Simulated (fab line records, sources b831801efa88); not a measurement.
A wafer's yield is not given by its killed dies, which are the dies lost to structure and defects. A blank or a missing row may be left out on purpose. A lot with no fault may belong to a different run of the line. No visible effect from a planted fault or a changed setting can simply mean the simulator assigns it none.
One fault through the eyes of 2 desks	flow gf180mcu	numbers are kept per desk, each desk with only its own; the story behind them comes last

## METROLOGY DESK
What the gauges read, lot by lot, whatever tool the lot ran on: means of the sampled wafers that have a number. Marked OUT: a lot whose mean sits more than 4 standard deviations from the usual mean, which makes it out of limits; the brackets give that distance.
Columns: A = cdNm at GF_V5_CD_MEAS_14, usual 260.0 nm; B = V5_OVL at GF_V5_OVL_MEAS_15, usual 0 nm; C = V5_W_RS at GF_V5_RS_MEAS_24, usual 0.330 ohm/sq
lot	first seen here	A	B	C
L949	day 28 12:16	259.1	5	0.331
L950	day 28 14:52	261.6	-0	0.332
L955	day 30 01:59	259.0	0	0.337
L956	day 30 11:18	260.3	5	0.329
L965	day 32 19:22	259.6	-4	0.327
L966	day 32 20:26	259.7	4	0.330
This desk's finding: nothing out of limits on any of the 6 lots.

## THE TOOL OWNER'S DESK: cvdW-01
The tool's own readings at GF_V5_CVD_23 (deposits W, target thk 350 nm, time 104.9 s): means of the sampled wafers that have a number, for each lot that ran on this tool. Marked OUT: a lot whose mean sits more than 4 standard deviations from the usual mean, which makes it out of limits; the brackets give that distance.
Columns: A = chamberPressureTorr at GF_V5_CVD_23, usual 39.98 Torr; B = heaterPowerW at GF_V5_CVD_23, usual 789 W
lot	first seen here	A	B
L950	day 28 15:49	39.99	746
L955	day 30 02:55	38.53 (-17) OUT	745
L956	day 30 12:16	38.67 (-15) OUT	738
L965	day 32 20:19	40.00	746
This desk's verdict: out of limits on L955, L956, starting with L955 at day 30 02:55 (chamberPressureTorr at GF_V5_CVD_23). L950, L965 stayed within limits.

## PUT TOGETHER
An alarm could have come from the tool owner's desk at day 30 02:55, on L955, L956.
From the metrology desk's view, nothing was out of limits.
The metrology desk has L955, L956 on record, within its limits.
All the named lots went through GF_V5_CVD_23 on cvdW-01.

## WHAT HAD BEEN PUT IN BY THE SIMULATOR
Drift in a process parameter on cvdW-01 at GF_V5_CVD_23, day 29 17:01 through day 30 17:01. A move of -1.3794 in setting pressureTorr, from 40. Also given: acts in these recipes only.
Lots struck among those shown: L955, L956.
Hours from the fault's start to each desk's first reading out of limits: the tool owner's desk, 10.
